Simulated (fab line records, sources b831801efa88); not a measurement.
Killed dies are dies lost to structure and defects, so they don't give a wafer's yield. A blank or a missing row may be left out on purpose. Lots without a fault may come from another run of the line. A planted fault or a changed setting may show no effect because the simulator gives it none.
Chamber matching | flow sky130 | SKY_VIA4_CMP_21 on cmp-02: 4 sister chambers
The step polishes, stops on SiO2, t overpolish 25 s, target thk 0 nm. 22 wafers are shown with their chamber, then 11 later ones without.

WAFERS WITH THEIR CHAMBER
wafer  | chamber | time_to_endpoint_s (s) | motor_current_A (A) | slurry_filter_dp_kPa (kPa)
L077.2 | 0       | 134                    | 10.2                | 13.81
L077.3 | 3       | 120                    | 9.2                 | 13.60
L077.5 | 3       | 117                    | 9.3                 | 13.49
L079.2 | 1       | 137                    | 11.4                | 13.52
L079.3 | 0       | 133                    | 9.9                 | 13.45
L079.4 | 3       | 119                    | 9.1                 | 13.33
L081.3 | 0       | 137                    | 9.8                 | 13.53
L081.4 | 1       | 136                    | 12.2                | 13.52
L081.6 | 3       | 122                    | 9.8                 | 13.65
L082.1 | 0       | 132                    | 10.0                | 13.43
L082.2 | 3       | 118                    | 9.9                 | 13.35
L082.5 | 2       | 128                    | 14.0                | 13.57
L084.2 | 3       | 115                    | 9.4                 | 13.70
L084.4 | 0       | 131                    | 10.3                | 13.42
L084.6 | 3       | 118                    | 9.6                 | 13.42
L085.2 | 3       | 120                    | 9.4                 | 13.29
L085.3 | 2       | 126                    | 12.4                | 13.61
L085.6 | 3       | 116                    | 9.2                 | 13.35
L090.1 | 3       | 125                    | 9.2                 | 13.45
L090.3 | 1       | 137                    | 12.0                | 13.42
L090.5 | 2       | 128                    | 12.7                | 13.78
L092.1 | 3       | 121                    | 9.0                 | 13.54

SIGNATURES (means of the wafers above)
reading              | chamber 0 | chamber 1 | chamber 2 | chamber 3 | scatter within a chamber
time_to_endpoint_s   | 133.40    | 136.67    | 127.33    | 119.18    | 2.43
motor_current_A      | 10.040    | 11.867    | 13.033    | 9.373     | 0.393
slurry_filter_dp_kPa | 13.5280   | 13.4867   | 13.6533   | 13.4700   | 0.135
Rule: a wafer's distance from a chamber is the root of the sum, over the readings, of the square of ((its reading less the chamber's mean) divided by the reading's scatter). The wafer belongs to the nearest chamber; if the next one is less than 2 further off, it can't be placed. The scatter: the root of (the sum of the squares of (reading less its chamber's mean) over the shown wafers, divided by (wafers less chambers)).

WAFERS WITHOUT THEIR CHAMBER
wafer  | time_to_endpoint_s (s) | motor_current_A (A) | slurry_filter_dp_kPa (kPa)
L092.3 | 135                    | 9.6                 | 13.52
L092.4 | 128                    | 13.4                | 13.51
L091.1 | 131                    | 12.5                | 13.38
L091.2 | 132                    | 13.5                | 13.48
L091.4 | 136                    | 10.3                | 13.48
L093.1 | 127                    | 13.8                | 13.46
L093.3 | 131                    | 11.4                | 13.21
L093.6 | 133                    | 9.6                 | 13.68
L096.1 | 135                    | 11.8                | 13.35
L096.2 | 116                    | 8.9                 | 13.50
L096.5 | 124                    | 12.9                | 13.30

WHICH CHAMBER EACH WENT THROUGH
wafer  | from the rows above     | in truth
L092.3 | 0                       | 0
L092.4 | 2                       | 2
L091.1 | can't be placed: 2 or 1 | 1
L091.2 | can't be placed: 2 or 1 | 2
L091.4 | 0                       | 0
L093.1 | 2                       | 2
L093.3 | can't be placed: 1 or 0 | 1
L093.6 | 0                       | 0
L096.1 | 1                       | 1
L096.2 | 3                       | 3
L096.5 | 2                       | 2
Placed correctly: 8 of 11. Can't be placed from these rows: 3 (the true chamber is among the candidates in 3). Placed wrongly: 0.
